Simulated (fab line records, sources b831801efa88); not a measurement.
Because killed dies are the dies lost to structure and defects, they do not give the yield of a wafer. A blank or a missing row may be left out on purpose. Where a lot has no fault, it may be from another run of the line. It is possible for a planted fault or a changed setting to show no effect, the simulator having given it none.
The tool behind it: which one? ; flow gf180mcu ; 39 wafers from 13 lots sampled at 5 of the route's 602 steps

WHAT EACH GAUGE READ, for each wafer
GF_LVPWELL_OVL_MEAS_07. Usual: LVPWELL_OVL -0.1 nm, standard deviation 1.3.
lot;measured;on;LVPWELL_OVL (nm);flag
L316;day 4 02:50;overlay-02;0.2 -1.0 -0.9;
L317;day 4 07:52;overlay-01;0.6 -1.2 -2.3;
L318;day 4 13:52;overlay-02;-2.1 -0.2 -1.2;
L320;day 4 22:52;overlay-01;0.3 0.8 -1.1;
L321;day 5 05:10;overlay-01;-1.6 -1.6 -0.6;
L322;day 5 11:04;overlay-02;0.4 1.3 1.2;
L323;day 5 19:53;overlay-02;-2.9 -3.7 -2.7;
L324;day 6 04:38;overlay-01;0.9 -0.6 -2.5;
L326;day 6 13:14;overlay-02;1.4 1.7 2.8;
L331;day 7 17:34;overlay-01;0.9 1.6 1.6;
L332;day 8 00:19;overlay-01;0.9 1.5 1.5;
L337;day 9 02:04;overlay-02;2.3 1.2 0.3;
L338;day 9 05:43;overlay-02;-0.8 0.7 -1.7;

GF_VT_IMPLANT_OVL_MEAS_07. Usual: VT_IMPLANT_OVL -0.2 nm, standard deviation 1.5.
lot;measured;on;VT_IMPLANT_OVL (nm);flag
L316;day 5 20:53;overlay-01;-1.6 2.3 0.2;
L317;day 6 01:51;overlay-01;-0.9 0.0 0.8;
L318;day 6 09:15;overlay-02;-0.7 -2.1 -1.8;
L320;day 6 19:40;overlay-02;-0.5 1.3 0.2;
L321;day 7 02:21;overlay-02;0.8 -0.7 1.0;
L322;day 7 09:22;overlay-01;-0.7 1.6 -1.3;
L323;day 7 17:40;overlay-01;-0.4 0.1 -3.5;
L324;day 8 04:47;overlay-02;-2.9 -1.5 -3.6;
L326;day 8 13:13;overlay-02;1.1 -1.8 -0.5;
L331;day 9 21:49;overlay-01;83.8 82.9 82.8 83.2 81.5 81.6;OFF
L332;day 10 03:15;overlay-02;83.7 83.7 81.2 82.5 82.8 79.9;OFF
L337;day 11 07:16;overlay-01;-1.4 -2.1 -1.6;
L338;day 11 10:31;overlay-01;0.4 -0.6 0.3;

GF_VT_IMPLANT_TW_MEAS_10. Usual: VT_IMPLANT_TW 559, standard deviation 3.4.
lot;measured;on;VT_IMPLANT_TW;flag
L316;day 5 21:11;film_metro-03;558 556 553;
L317;day 6 02:08;film_metro-04;561 562 565;
L318;day 6 09:32;film_metro-03;555 553 555;
L320;day 6 19:58;film_metro-01;557 559 559;
L321;day 7 02:38;film_metro-01;555 555 555;
L322;day 7 09:39;film_metro-03;560 555 557;
L323;day 7 17:57;film_metro-01;555 558 557;
L324;day 8 05:05;film_metro-03;558 557 557;
L326;day 8 13:31;film_metro-01;554 555 552;
L337;day 11 07:34;film_metro-03;561 560 565;
L338;day 11 10:48;film_metro-01;558 558 558;

WHICH TOOL RAN EACH LOT (tool, then ch and the chambers of the sampled wafers, then the start)
lot;GF_MVPSD_STRIP_10;GF_VT_IMPLANT_EXPOSE_04
L316;plasma_asher-04 ch 0,1, day 5 06:10;iline_stepper-02 ch 0, day 5 13:33
L317;plasma_asher-02 ch 0,1, day 5 11:44;iline_stepper-01 ch 0, day 5 19:20
L318;plasma_asher-02 ch 0, day 5 18:57;iline_stepper-02 ch 0, day 6 02:06
L320;plasma_asher-04 ch 0, day 6 04:44;iline_stepper-01 ch 0, day 6 12:38
L321;plasma_asher-04 ch 0,1, day 6 11:26;iline_stepper-02 ch 0, day 6 19:13
L322;plasma_asher-04 ch 0,1, day 6 17:53;iline_stepper-02 ch 0, day 7 01:29
L323;plasma_asher-04 ch 0,1, day 7 01:53;iline_stepper-01 ch 0, day 7 09:53
L324;plasma_asher-03 ch 0,1, day 7 12:46;iline_stepper-02 ch 0, day 7 20:41
L326;plasma_asher-02 ch 0,1, day 7 21:23;iline_stepper-01 ch 0, day 8 05:41
L331;plasma_asher-03 ch 0,1, day 9 04:11;iline_stepper-01 ch 0, day 9 13:24
L332;plasma_asher-03 ch 0,1, day 9 10:14;iline_stepper-01 ch 0, day 9 19:05
L337;plasma_asher-02 ch 1, day 10 13:18;iline_stepper-02 ch 0, day 10 22:43
L338;plasma_asher-03 ch 0,1, day 10 16:56;iline_stepper-02 ch 0, day 11 02:25
- GF_MVPSD_STRIP_10: strips in O2/N2.
- GF_VT_IMPLANT_EXPOSE_04: exposes mask LVPWELL LV AREA, target cd 600 nm.

WHAT THE TOOLS THEMSELVES READ (means of the sampled wafers that have a number; where no wafer has one, the mark that the record gives instead)
GF_MVPSD_STRIP_10. Usual: drypump_motor_current_A 5.8 A, standard deviation 0.37; heater_power_w 322 W, standard deviation 32; oes_product_au 0.723 a.u., standard deviation 0.0051; strip_time_to_endpoint_s 36.96 s, standard deviation 0.1.
lot;tool;drypump_motor_current_A (A);heater_power_w (W);oes_product_au (a.u.);strip_time_to_endpoint_s (s);flag
L316;plasma_asher-04;5.7;314;0.725;37.10;
L317;plasma_asher-02;5.9;326;0.725;36.99;
L318;plasma_asher-02;6.0;288;0.728;37.03;
L320;plasma_asher-04;6.4;313;0.722;37.18;
L321;plasma_asher-04;6.1;318;0.721;36.91;
L322;plasma_asher-04;6.1;311;0.714;36.88;
L323;plasma_asher-04;5.7;313;0.725;36.83;
L324;plasma_asher-03;5.5;317;0.724;36.95;
L326;plasma_asher-02;6.0;332;0.720;36.99;
L331;plasma_asher-03;5.5;343;0.716;36.96;
L332;plasma_asher-03;5.5;346;0.723;36.82;
L337;plasma_asher-02;6.0;355;0.720;37.01;
L338;plasma_asher-03;5.5;319;0.726;36.96;

GF_VT_IMPLANT_EXPOSE_04. Usual: 23.03 C for reticle_temp_C, sd 0.1.
lot;tool;reticle_temp_C (C);flag
L316;iline_stepper-02;23.22;
L317;iline_stepper-01;23.02;
L318;iline_stepper-02;23.07;
L320;iline_stepper-01;22.98;
L321;iline_stepper-02;22.92;
L322;iline_stepper-02;22.95;
L323;iline_stepper-01;23.01;
L324;iline_stepper-02;23.10;
L326;iline_stepper-01;23.02;
L331;iline_stepper-01;22.92;
L332;iline_stepper-01;22.97;
L337;iline_stepper-02;23.10;
L338;iline_stepper-02;23.15;

THE ANSWER, worked out from the rows above alone
Rule: a lot is off if the mean of its wafers that have a number lies more than 3 standard deviations from the usual mean. Also off: a lot with no number at a reading for which 4 or more lots have one. All remaining lots with rows at the step are treated as sound. The gauges are gone through in route order, then the tools' own readings, and for those a lot's mean is taken as printed above. At the first step where some lot is off, the reading lying furthest off is the one used; lots without a number count as furthest.
Off: at GF_VT_IMPLANT_OVL_MEAS_07 (VT_IMPLANT_OVL), L331, L332.
If a tool, at a process step before that reading, ran all the lots that are off and no sound lot after the first of them, it fits. The gauges at GF_VT_IMPLANT_OVL_MEAS_07 are tried like those tools. One candidate fits, namely iline_stepper-01 at GF_VT_IMPLANT_EXPOSE_04. Its last sound lot is L326 (day 8 05:41), its first lot that is off L331 (day 9 13:24): a fault that began between those two fits.

WHAT HAD BEEN PUT IN BY THE SIMULATOR
Scanner matching overlay: iline_stepper-01, from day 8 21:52 on, at GF_VT_IMPLANT_EXPOSE_04. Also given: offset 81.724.
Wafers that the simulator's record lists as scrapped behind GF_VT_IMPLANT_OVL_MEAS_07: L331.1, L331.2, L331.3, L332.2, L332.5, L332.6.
Shown lots that were struck: L331, L332. This agrees with what the rule above found.
